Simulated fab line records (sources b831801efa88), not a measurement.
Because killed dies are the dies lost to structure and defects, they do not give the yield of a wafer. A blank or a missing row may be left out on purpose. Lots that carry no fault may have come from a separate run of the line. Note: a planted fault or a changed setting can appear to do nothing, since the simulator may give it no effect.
fab line records	flow sky130
record: lots: 7	wafers: 21	last_day: 49
route steps=708 shown LI_CONTACT@365 PAD_OPEN@708
lots that met no fault: from a run of the same line without faults
start_h: hours from the record's opening day to when the first of the lot's shown wafers began	wait_h: hours since the lot's step before	" the same as in the row above	L1.1+2: a single row standing in for several wafers	- value missing, or start not given	* or withheld: withheld	< > ~ a bound
route shown NAME@n: NAME is a module with steps in the file, n the number in the route of the first one	usual: the fault-free wafers' mean and standard deviation	same: alike in all rows	chamber/n: place in a boat	sites: the reading at each site	_std_site: the values' standard deviation	_edge_site: outer sites' mean less inner sites'	radius_mm: how far each site lies from the wafer's centre	mask NAME#n: copy n	behind: tool/chamber where the wafer was last shaped	hold: what put the lot on hold/how long, in hours/how the hold closed	device: transistor that didn't switch, given as n, p or np	end of line: the tests these same wafers got at the end of their route	a step given without rows: its recipe and nothing more	killed: dies lost to structure and defects at the first sort, not the wafer's yield	map: shows each die of a wafer: x if killed, . if not, _ if none is there
set.NAME: the setting as run; set.NAME@STEP: as run at that earlier step	model.NAME: the simulator's own value behind a step, which no gauge read
certain route steps with their lots: each step a table, each wafer a row
services: when a tool's chamber went out of use (start_h, in hours from the record's first day, below 0 if earlier), for how many hours, and the reason
== steps ==
step: SKY_LI_CONTACT_BOW_MEAS_03
recipe: mode: bow
usual: LI_CONTACT_BOW: 57/6.6
lot.wafer	tool	chamber	start_h	wait_h	LI_CONTACT_BOW[um]
L246.4	film_metro-04	-	656.73	0.2	73
L246.5	"	-	"	"	74
L246.6	"	-	"	"	66
L247.3	film_metro-01	-	664.69	0.2	60
L247.5	"	-	"	"	49
L247.6	"	-	"	"	44
L248.2	film_metro-02	-	693.22	0.2	64
L248.3	"	-	"	"	58
L248.5	"	-	"	"	60
L258.2	film_metro-04	-	754.54	0.1	51
L258.4	"	-	"	"	50
L258.6	"	-	"	"	59
L262.1	film_metro-01	-	782.54	0.1	54
L262.2	"	-	"	"	64
L262.4	"	-	"	"	66
L264.3	film_metro-04	-	798.34	0.3	50
L264.5	"	-	"	"	49
L264.6	"	-	"	"	64
L263.2	film_metro-01	-	809.06	0.1	50
L263.3	"	-	"	"	62
L263.6	"	-	"	"	44
step: SKY_LI_CONTACT_DEHYDRATE_04
recipe: temp_c: 200	time_s: 60
step: SKY_LI_CONTACT_HMDS_05
recipe: prime_time_s: 60	prime_temp_c: 120
step: SKY_LI_CONTACT_COAT_06
recipe: resist: BARC	temp_c: withheld	time_s: withheld	spin_rpm: 3000	resist_thk_nm: 60
step: SKY_LI_CONTACT_COAT_07
recipe: resist: KrF-thick	spin_rpm: 3000	resist_thk_nm: 450
step: SKY_LI_CONTACT_SOFTBAKE_08
recipe: temp_c: 100	time_s: 90	resist: KrF-thick
step: SKY_LI_CONTACT_EXPOSE_09
recipe: mask_id: LICM1	na: 0.8	source_shape: annular	sigma_inner: 0.55	sigma_outer: 0.85	target_cd_nm: 170	dose_mj: 38
step: SKY_LI_CONTACT_PEB_10
recipe: peb_temp_c: withheld	peb_time_s: withheld	resist: KrF-thick
step: SKY_LI_CONTACT_DEVELOP_11
recipe: develop_time_s: 60	resist: KrF-thick	dev_temp_c: 21
step: SKY_LI_CONTACT_CD_MEAS_12
recipe: target_cd_nm: 170
usual: cd_nm: 169.8/1.6
lot.wafer	tool	chamber	start_h	wait_h	cd_nm
L246.4	cd_sem-01	-	684.22	-	174.7
L246.5	"	-	"	"	172.0
L246.6	"	-	"	"	172.6
L247.3	cd_sem-01	-	692.21	-	167.7
L247.5	"	-	"	"	167.8
L247.6	"	-	"	"	167.3
L248.2	cd_sem-01	-	719.82	-	172.3
L248.3	"	-	"	"	172.5
L248.5	"	-	"	"	171.7
L258.2	cd_sem-02	-	781.99	-	169.4
L258.4	"	-	"	"	169.5
L258.6	"	-	"	"	169.0
L262.1	cd_sem-01	-	809.15	-	167.7
L262.2	"	-	"	"	168.5
L262.4	"	-	"	"	167.2
L264.3	cd_sem-01	-	825.04	-	166.5
L264.5	"	-	"	"	166.6
L264.6	"	-	"	"	167.0
L263.2	cd_sem-01	-	835.02	-	170.7
L263.3	"	-	"	"	170.8
L263.6	"	-	"	"	170.1
step: SKY_LI_CONTACT_OVL_MEAS_13
usual: LI_CONTACT_OVL: -2/5.5
lot.wafer	tool	chamber	start_h	wait_h	LI_CONTACT_OVL[nm]
L246.4	overlay-01	-	684.30	0.1	-7
L246.5	"	-	"	"	-6
L246.6	"	-	"	"	-13
L247.3	overlay-02	-	692.30	0.1	-1
L247.5	"	-	"	"	-4
L247.6	"	-	"	"	-8
L248.2	overlay-02	-	719.92	0.1	5
L248.3	"	-	"	"	-3
L248.5	"	-	"	"	2
L258.2	overlay-02	-	782.10	0.1	-1
L258.4	"	-	"	"	1
L258.6	"	-	"	"	-7
L262.1	overlay-02	-	809.27	0.1	-4
L262.2	"	-	"	"	-6
L262.4	"	-	"	"	-1
L264.3	overlay-02	-	825.13	0.1	-15
L264.5	"	-	"	"	-12
L264.6	"	-	"	"	-13
L263.2	overlay-01	-	835.12	0.1	-2
L263.3	"	-	"	"	-5
L263.6	"	-	"	"	-6
step: SKY_LI_CONTACT_ETCH_14
recipe: chemistry: N2/H2	target: BARC	ion_energy_ev: 200	source_w: 500	bias_w: 100	pressure_mtorr: 30	n2_flow_sccm: 100	h2_flow_sccm: 200	stop_on: SiO2	time_s: 45.9	target_depth_a: 600
usual: bias_w: 100.06/0.3	chamber_pressure_mTorr: 30.003/0.028	drypump_motor_current_A: 5.67/0.29	oes_product_au: 0.854/0.0049	throttle_valve_pct: 13.223/0.01
same: time_s: 45.9
lot.wafer	tool	chamber	start_h	wait_h	bias_w	chamber_pressure_mTorr	drypump_motor_current_A	oes_product_au	rf_hours_counter_h	throttle_valve_pct
L246.4	rie_diel-03	3	684.32	0.0	100.57	30.042	5.78	0.849	10	13.223
L246.5	"	2	"	"	100.45	30.003	5.74	0.847	-	13.240
L246.6	"	3	"	"	99.95	30.029	5.77	0.850	-	13.231
L247.3	rie_diel-01	1	692.33	0.0	99.91	29.939	5.54	0.851	12	13.233
L247.5	"	2	"	"	100.51	30.003	5.58	0.850	-	13.220
L247.6	"	3	"	"	100.10	30.005	5.48	0.843	-	13.227
L248.2	rie_diel-03	1	719.95	0.0	99.92	29.975	5.48	0.858	5	13.234
L248.3	"	3	"	"	99.99	30.024	5.78	0.850	11	13.210
L248.5	"	0	"	"	99.45	29.974	5.99	0.854	-	13.258
L258.2	rie_diel-01	0	782.13	0.0	100.90	29.997	5.30	0.846	13	13.213
L258.4	"	1	"	"	99.80	29.986	5.55	0.861	15	13.211
L258.6	"	3	"	"	100.38	29.982	5.49	0.860	-	13.208
L262.1	rie_diel-01	2	809.30	0.0	100.40	30.009	5.55	0.857	10	13.247
L262.2	"	3	"	"	100.59	29.992	5.47	0.859	19	13.226
L262.4	"	3	"	"	100.32	30.026	5.48	0.855	-	13.229
L264.3	rie_diel-03	2	825.15	0.0	100.10	29.972	5.72	0.853	4	13.226
L264.5	"	3	"	"	100.12	29.990	5.75	0.856	-	13.239
L264.6	"	0	"	"	100.31	30.005	6.01	0.860	-	13.234
L263.2	rie_diel-01	1	835.15	0.0	100.04	30.014	5.52	0.852	17	13.208
L263.3	"	3	"	"	100.03	30.012	5.47	0.855	19	13.225
L263.6	"	1	"	"	100.05	30.009	5.51	0.846	-	13.215
step: SKY_LI_CONTACT_ETCH_15
recipe: target: PSG	chemistry: C4F8/O2/Ar	stop_on: Si	taper_deg: 4.15	mask_material: KrF-thick	source_w: 1500	bias_w: 1200	pressure_mtorr: 40	c4f8_flow_sccm: withheld	O2_flow_sccm: 6	Ar_flow_sccm: 300	time_s: withheld	target_depth_a: 6000
usual: bias_w: 1200/3.5	chamber_pressure_mTorr: 40.00/0.034	oes_product_au: 0.837/0.0045
lot.wafer	tool	chamber	start_h	wait_h	bias_w	chamber_pressure_mTorr	oes_product_au	model.KrF-thick_of_LI_CONTACT_COAT_07.thk_nm
L246.4	rie_diel-03	3	684.36	0.0	-	-	-	390.5
L246.5	"	2	"	"	-	-	-	392.1
L246.6	"	3	"	"	-	-	-	392.1
L247.3	rie_diel-01	1	692.37	0.0	-	-	-	393.8
L247.5	"	2	"	"	-	-	-	390.8
L247.6	"	3	"	"	-	-	-	392.8
L248.2	rie_diel-03	1	720.00	0.0	-	-	-	395.6
L248.3	"	3	"	"	-	-	-	394.1
L248.5	"	0	"	"	-	-	-	396.8
L258.2	rie_diel-01	0	782.17	0.0	1200	39.97	0.833	228.2
L258.4	"	1	"	"	1198	39.96	0.837	232.9
L258.6	"	3	"	"	1203	40.01	0.835	236
L262.1	rie_diel-01	2	809.35	0.0	1204	40.01	0.838	230
L262.2	"	3	"	"	1199	40.00	0.838	238.4
L262.4	"	3	"	"	1203	39.95	0.834	237.2
L264.3	rie_diel-03	2	825.20	0.0	1199	40.07	0.838	235.4
L264.5	"	3	"	"	1196	40.00	0.838	230.3
L264.6	"	0	"	"	1194	40.03	0.836	237
L263.2	rie_diel-01	1	835.20	0.0	1196	40.02	0.832	231.9
L263.3	"	3	"	"	1196	40.00	0.839	234.6
L263.6	"	1	"	"	1199	40.07	0.829	232.4
step: SKY_LI_CONTACT_STRIP_16
recipe: chemistry: O2/N2	power_w: 1400	pressure_mtorr: 1500	platen_temp_c: withheld	o2_flow_sccm: 3000	n2_flow_sccm: 300	overash_fraction: 0.5
usual: drypump_motor_current_A: 5.3/0.37	oes_product_au: 0.377/0.0047	strip_time_to_endpoint_s: 3.51/0.033
lot.wafer	tool	chamber	start_h	wait_h	drypump_motor_current_A	oes_product_au	rf_hours_counter_h	strip_time_to_endpoint_s
L246.4	plasma_asher-04	0	684.48	-	4.7	0.453	-	5.18
L246.5	"	0	"	"	4.7	0.449	-	5.19
L246.6	"	1	"	"	5.8	0.449	-	5.20
L247.3	plasma_asher-04	1	692.49	-	5.8	0.445	-	5.20
L247.5	"	1	"	"	5.8	0.443	-	5.20
L247.6	"	0	"	"	4.7	0.452	-	5.20
L248.2	plasma_asher-04	1	720.08	-	5.8	0.440	29	5.23
L248.3	"	0	"	"	4.7	0.443	-	5.21
L248.5	"	0	"	"	4.7	0.447	-	5.25
L258.2	plasma_asher-03	1	782.25	-	5.4	0.372	4	3.45
L258.4	"	1	"	"	5.3	0.384	-	3.52
L258.6	"	0	"	"	5.4	0.378	-	3.55
L262.1	plasma_asher-01	0	809.43	-	5.6	0.372	104	3.47
L262.2	"	1	"	"	5.0	0.385	104	3.56
L262.4	"	1	"	"	5.0	0.377	-	3.55
L264.3	plasma_asher-04	1	825.32	-	5.8	0.378	-	3.55
L264.5	"	0	"	"	4.7	0.376	-	3.49
L264.6	"	1	"	"	5.8	0.378	-	3.56
L263.2	plasma_asher-01	1	835.28	-	5.0	0.380	106	3.51
L263.3	"	0	"	"	5.7	0.386	-	3.52
L263.6	"	0	"	"	5.7	0.372	-	3.50
step: SKY_LI_CONTACT_CLEAN_17
recipe: chemistry: NMP	time_s: 600	temp_c: 60	dry: n2_spin
step: SKY_PAD_OPEN_PROBE_99
usual: killed_at_M0_to_M3: 44/6.9	killed_at_M4_up: 3.0/1.5	killed_at_contacts: 24/5.2	killed_at_front_end: 15/4.1	killed_at_other: 0.4/0.62	killed_dies: 87/9.6	killed_on_rim: 17/3.8	killed_open: 47/7	killed_short: 40/6.2
same: gross_dies: 492	killed_at_back_side: 0
lot.wafer	tool	chamber	start_h	wait_h	killed_at_M0_to_M3	killed_at_M4_up	killed_at_contacts	killed_at_front_end	killed_at_other	killed_dies	killed_on_rim	killed_open	killed_short
L246.4	prober-01	-	1078.18	0.2	39	4	431	18	0	492	96	44	41
L246.5	prober-01	-	1078.23	0.2	61	5	416	10	0	492	96	54	42
L246.6	prober-01	-	1078.28	0.2	49	2	418	22	1	492	96	61	39
L247.3	prober-02	-	1083.69	0.2	40	4	431	17	0	492	96	50	40
L247.5	prober-02	-	1083.79	0.2	34	1	432	25	0	492	96	46	41
L247.6	prober-02	-	1083.84	0.2	48	1	430	13	0	492	96	40	46
L248.2	prober-01	-	1103.62	0.1	45	4	431	11	1	492	96	36	49
L248.3	prober-01	-	1103.67	0.2	40	4	438	10	0	492	96	37	33
L248.5	prober-01	-	1103.77	0.2	39	2	436	14	1	492	96	46	27
L258.2	prober-01	-	1151.61	0.1	41	2	25	20	0	88	15	45	41
L258.4	prober-01	-	1151.71	0.2	51	3	12	17	0	83	14	45	38
L258.6	prober-01	-	1151.81	0.2	60	2	26	14	0	102	17	50	51
L262.1	prober-02	-	1165.69	0.1	37	3	13	14	0	67	13	34	33
L262.2	prober-02	-	1165.74	0.1	50	3	16	9	0	78	17	45	33
L262.4	prober-02	-	1165.84	0.2	46	4	17	11	1	79	15	43	36
L264.3	prober-02	-	1177.44	0.2	51	5	13	9	0	78	11	42	35
L264.5	prober-02	-	1177.54	0.2	42	2	21	13	0	78	13	38	38
L264.6	prober-02	-	1177.59	0.2	48	1	22	14	0	85	15	46	38
L263.2	prober-01	-	1182.50	0.1	35	1	19	15	0	70	13	37	33
L263.3	prober-01	-	1182.55	0.2	49	2	27	14	0	92	20	44	48
L263.6	prober-01	-	1182.70	0.2	53	2	26	17	0	98	22	55	42
killed by level:class
L246.4 LI_CONTACT:area_etch=407 VIA3:geometric_particle:open=9 CONTACT:geometric_particle:open=8 FIELD_ISO:geometric_particle:short=7 FIELD_ISO:geometric_particle:open=7 LI_CONTACT:geometric_particle:open=5 CONTACT:geometric_particle:short=5 VIA1:geometric_particle:open=5
L246.5 LI_CONTACT:area_etch=396 VIA2:geometric_particle:open=12 VIA1:geometric_particle:open=11 METAL2:geometric_particle:short=8 METAL1:geometric_particle:short=8 CONTACT:geometric_particle:open=8 LI_CONTACT:geometric_particle:open=5 VIA3:geometric_particle:open=5
L246.6 LI_CONTACT:area_etch=392 VIA1:geometric_particle:open=18 VIA3:geometric_particle:open=10 FIELD_ISO:geometric_particle:short=9 CONTACT:geometric_particle:open=9 LI_CONTACT:geometric_particle:short=6 LI_CONTACT:geometric_particle:open=6 VIA2:geometric_particle:open=6
L247.3 LI_CONTACT:area_etch=401 CONTACT:geometric_particle:open=10 LI_CONTACT:geometric_particle:open=9 VIA1:geometric_particle:open=9 FIELD_ISO:geometric_particle:open=6 METAL1:geometric_particle:short=6 VIA2:geometric_particle:open=6 VIA3:geometric_particle:open=5
L247.5 LI_CONTACT:area_etch=404 LI_CONTACT:geometric_particle:open=8 FIELD_ISO:geometric_particle:short=8 CONTACT:geometric_particle:open=8 VIA1:geometric_particle:open=8 FIELD_ISO:geometric_particle:open=7 VIA3:geometric_particle:open=7 LOCAL_INTERCONNECT:geometric_particle:short=6
L247.6 LI_CONTACT:area_etch=406 VIA1:geometric_particle:open=16 CONTACT:geometric_particle:open=8 METAL1:geometric_particle:short=7 LOCAL_INTERCONNECT:geometric_particle:short=7 FIELD_ISO:geometric_particle:short=5 CONTACT:geometric_particle:short=5 VIA2:geometric_particle:short=4
L248.2 LI_CONTACT:area_etch=407 VIA1:geometric_particle:open=9 CONTACT:geometric_particle:open=8 METAL1:geometric_particle:short=8 CONTACT:geometric_particle:short=7 VIA1:geometric_particle:short=7 VIA2:geometric_particle:open=5 METAL2:geometric_particle:short=4
L248.3 LI_CONTACT:area_etch=421 VIA1:geometric_particle:open=13 LI_CONTACT:geometric_particle:open=6 CONTACT:geometric_particle:open=6 VIA1:geometric_particle:short=6 METAL2:geometric_particle:short=6 METAL1:geometric_particle:short=5 VIA3:geometric_particle:open=5
L248.5 LI_CONTACT:area_etch=417 VIA1:geometric_particle:open=10 LI_CONTACT:geometric_particle:open=8 VIA2:geometric_particle:open=5 VIA3:geometric_particle:open=5 VIA1:geometric_particle:short=4 CONTACT:geometric_particle:short=4 CONTACT:geometric_particle:open=4
L258.2 FIELD_ISO:geometric_particle:open=8 LOCAL_INTERCONNECT:geometric_particle:short=7 METAL1:geometric_particle:short=6 VIA1:geometric_particle:open=6 VIA3:geometric_particle:open=6 LI_CONTACT:geometric_particle:open=5 CONTACT:geometric_particle:open=5 VIA2:geometric_particle:short=5
L258.4 VIA1:geometric_particle:open=13 VIA2:geometric_particle:short=9 VIA2:geometric_particle:open=7 FIELD_ISO:geometric_particle:open=6 CONTACT:geometric_particle:open=4 METAL1:geometric_particle:short=4 METAL2:geometric_particle:short=4 VIA3:geometric_particle:open=4
L258.6 VIA1:geometric_particle:open=13 VIA2:geometric_particle:open=9 LI_CONTACT:geometric_particle:open=7 LOCAL_INTERCONNECT:geometric_particle:short=7 VIA1:geometric_particle:short=6 CONTACT:geometric_particle:short=6 METAL1:geometric_particle:short=6 METAL3:geometric_particle:short=6
L262.1 VIA3:geometric_particle:open=8 POLY_GATE:geometric_particle:short=5 METAL1:geometric_particle:short=5 VIA1:geometric_particle:open=5 METAL2:geometric_particle:short=5 LI_CONTACT:geometric_particle:open=4 CONTACT:geometric_particle:open=4 VIA2:geometric_particle:open=4
L262.2 VIA1:geometric_particle:open=11 VIA2:geometric_particle:open=11 CONTACT:geometric_particle:open=9 METAL1:geometric_particle:short=9 METAL2:geometric_particle:short=5 VIA2:geometric_particle:short=5 FIELD_ISO:geometric_particle:open=3 CONTACT:geometric_particle:short=3
L262.4 VIA2:geometric_particle:open=8 VIA1:geometric_particle:open=8 LI_CONTACT:geometric_particle:open=7 METAL1:geometric_particle:short=7 VIA1:geometric_particle:short=7 VIA3:geometric_particle:open=5 FIELD_ISO:geometric_particle:open=4 CONTACT:geometric_particle:open=4
L264.3 VIA1:geometric_particle:open=17 CONTACT:geometric_particle:open=6 METAL2:geometric_particle:short=5 METAL1:geometric_particle:short=5 VIA3:geometric_particle:short=5 VIA2:geometric_particle:open=4 VIA2:geometric_particle:short=4 METAL4:geometric_particle:short=4
L264.5 CONTACT:geometric_particle:open=9 VIA3:geometric_particle:open=7 VIA1:geometric_particle:open=6 METAL2:geometric_particle:short=6 VIA2:geometric_particle:short=6 VIA2:geometric_particle:open=5 FIELD_ISO:geometric_particle:short=4 POLY_GATE:geometric_particle:short=4
L264.6 VIA1:geometric_particle:open=11 METAL2:geometric_particle:short=9 LI_CONTACT:geometric_particle:open=8 METAL1:geometric_particle:short=7 VIA3:geometric_particle:open=6 VIA2:geometric_particle:open=6 CONTACT:geometric_particle:open=5 VIA3:geometric_particle:short=5
L263.2 LI_CONTACT:geometric_particle:open=7 CONTACT:geometric_particle:open=6 VIA1:geometric_particle:open=6 VIA2:geometric_particle:open=6 FIELD_ISO:geometric_particle:short=4 VIA3:geometric_particle:short=3 POLY_GATE:geometric_particle:short=3 SPACER:geometric_particle:open=3
L263.3 LI_CONTACT:geometric_particle:open=9 METAL2:geometric_particle:short=8 METAL1:geometric_particle:short=7 CONTACT:geometric_particle:open=6 VIA1:geometric_particle:open=6 VIA3:geometric_particle:open=6 POLY_GATE:geometric_particle:open=5 VIA2:geometric_particle:short=5
L263.6 VIA1:geometric_particle:open=10 LI_CONTACT:geometric_particle:open=10 VIA2:geometric_particle:open=9 FIELD_ISO:geometric_particle:short=8 CONTACT:geometric_particle:open=6 VIA1:geometric_particle:short=6 VIA3:geometric_particle:open=6 METAL1:geometric_particle:short=5
map L246.4 (x killed, . not)
__________xxxxxxxxxx_________
________xxxxxxxxxxxxxx_______
______xxxxxxxxxxxxxxxxxx_____
_____xxxxxxxxxxxxxxxxxxxx____
____xxxxxxxxxxxxxxxxxxxxxx___
___xxxxxxxxxxxxxxxxxxxxxxxx__
__xxxxxxxxxxxxxxxxxxxxxxxxxx_
_xxxxxxxxxxxxxxxxxxxxxxxxxxxx
_xxxxxxxxxxxxxxxxxxxxxxxxxxxx
_xxxxxxxxxxxxxxxxxxxxxxxxxxxx
_xxxxxxxxxxxxxxxxxxxxxxxxxxxx
_xxxxxxxxxxxxxxxxxxxxxxxxxxxx
_xxxxxxxxxxxxxxxxxxxxxxxxxxxx
_xxxxxxxxxxxxxxxxxxxxxxxxxxxx
_xxxxxxxxxxxxxxxxxxxxxxxxxxxx
__xxxxxxxxxxxxxxxxxxxxxxxxxx_
___xxxxxxxxxxxxxxxxxxxxxxxx__
____xxxxxxxxxxxxxxxxxxxxxx___
_____xxxxxxxxxxxxxxxxxxxx____
______xxxxxxxxxxxxxxxxxx_____
________xxxxxxxxxxxxxx_______
__________xxxxxxxxxx_________
map L247.3 (x killed, . not)
__________xxxxxxxxxx_________
________xxxxxxxxxxxxxx_______
______xxxxxxxxxxxxxxxxxx_____
_____xxxxxxxxxxxxxxxxxxxx____
____xxxxxxxxxxxxxxxxxxxxxx___
___xxxxxxxxxxxxxxxxxxxxxxxx__
__xxxxxxxxxxxxxxxxxxxxxxxxxx_
_xxxxxxxxxxxxxxxxxxxxxxxxxxxx
_xxxxxxxxxxxxxxxxxxxxxxxxxxxx
_xxxxxxxxxxxxxxxxxxxxxxxxxxxx
_xxxxxxxxxxxxxxxxxxxxxxxxxxxx
_xxxxxxxxxxxxxxxxxxxxxxxxxxxx
_xxxxxxxxxxxxxxxxxxxxxxxxxxxx
_xxxxxxxxxxxxxxxxxxxxxxxxxxxx
_xxxxxxxxxxxxxxxxxxxxxxxxxxxx
__xxxxxxxxxxxxxxxxxxxxxxxxxx_
___xxxxxxxxxxxxxxxxxxxxxxxx__
____xxxxxxxxxxxxxxxxxxxxxx___
_____xxxxxxxxxxxxxxxxxxxx____
______xxxxxxxxxxxxxxxxxx_____
________xxxxxxxxxxxxxx_______
__________xxxxxxxxxx_________
== services ==
tool	chamber	start_h	hours	kind
rie_diel-03	0	663.12	-	clean
rie_diel-03	0	663.12	20.4	scheduled_down
rie_diel-03	0	663.12	20.4	vent_cycle
plasma_asher-04	-	729.30	8.3	repair
plasma_asher-03	-	733.75	9.0	pm
plasma_asher-03	0	733.75	9.0	vent_cycle
plasma_asher-03	1	733.75	9.0	vent_cycle
plasma_asher-03	0	742.75	-	clean
plasma_asher-03	1	742.75	-	clean
rie_diel-03	3	750.12	13.1	repair
rie_diel-03	2	769.49	6.9	repair
rie_diel-03	-	793.43	4.3	pm
rie_diel-01	-	794.66	0.3	repair
rie_diel-01	0	804.37	5.6	repair
rie_diel-03	-	808.04	0.5	repair
plasma_asher-01	-	819.21	1.2	repair
plasma_asher-01	-	822.79	4.0	pm
rie_diel-01	0	831.12	6.0	repair
== key ==
first_sign: step: SKY_LI_CONTACT_ETCH_15	reading: tool_record	direction: missing
effect: step: SKY_LI_CONTACT_STRIP_16	reading: strip_time_to_endpoint_s	direction: up	sigmas: 52	usual: *	struck: *
effect: step: SKY_PAD_OPEN_PROBE_99	reading: killed_at_contacts	direction: up	sigmas: 78	usual: 24	struck: 429
model_effect: step: SKY_LI_CONTACT_ETCH_15	value: KrF-thick_of_LI_CONTACT_COAT_07.thk_nm	without: 232.4	struck: 393.2
more_kills_born_at: SKY_LI_CONTACT_ETCH_15@rie_diel-03: 2440	SKY_LI_CONTACT_ETCH_15@rie_diel-01: 1211
met_at SKY_LI_CONTACT_ETCH_15
struck_wafers L246.4,L246.5,L246.6,L247.3,L247.5,L247.6,L248.2,L248.3,L248.5
later_rows_left_out L246.4,L246.5,L246.6,L247.3,L247.5,L247.6,L248.2,L248.3,L248.5
tester_left_out L246,L247,L248
fault: kind: skipped_step_whole	tool: rie_diel-01,rie_diel-03	chamber: -	onset_h: 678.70	steps: SKY_LI_CONTACT_ETCH_15	scope: struck_lots_only
tester_left_out: of these lots the tester's yield and bins aren't shown, on N5 and GAA mostly nor the transistor test; their killed dies are dies lost to structure and defects alone, not to doping, threshold or leakage, so they don't give the yield
later_rows_left_out: the simulator's readings of these wafers behind a module that went badly wrong aren't trusted and aren't shown, but for the sort
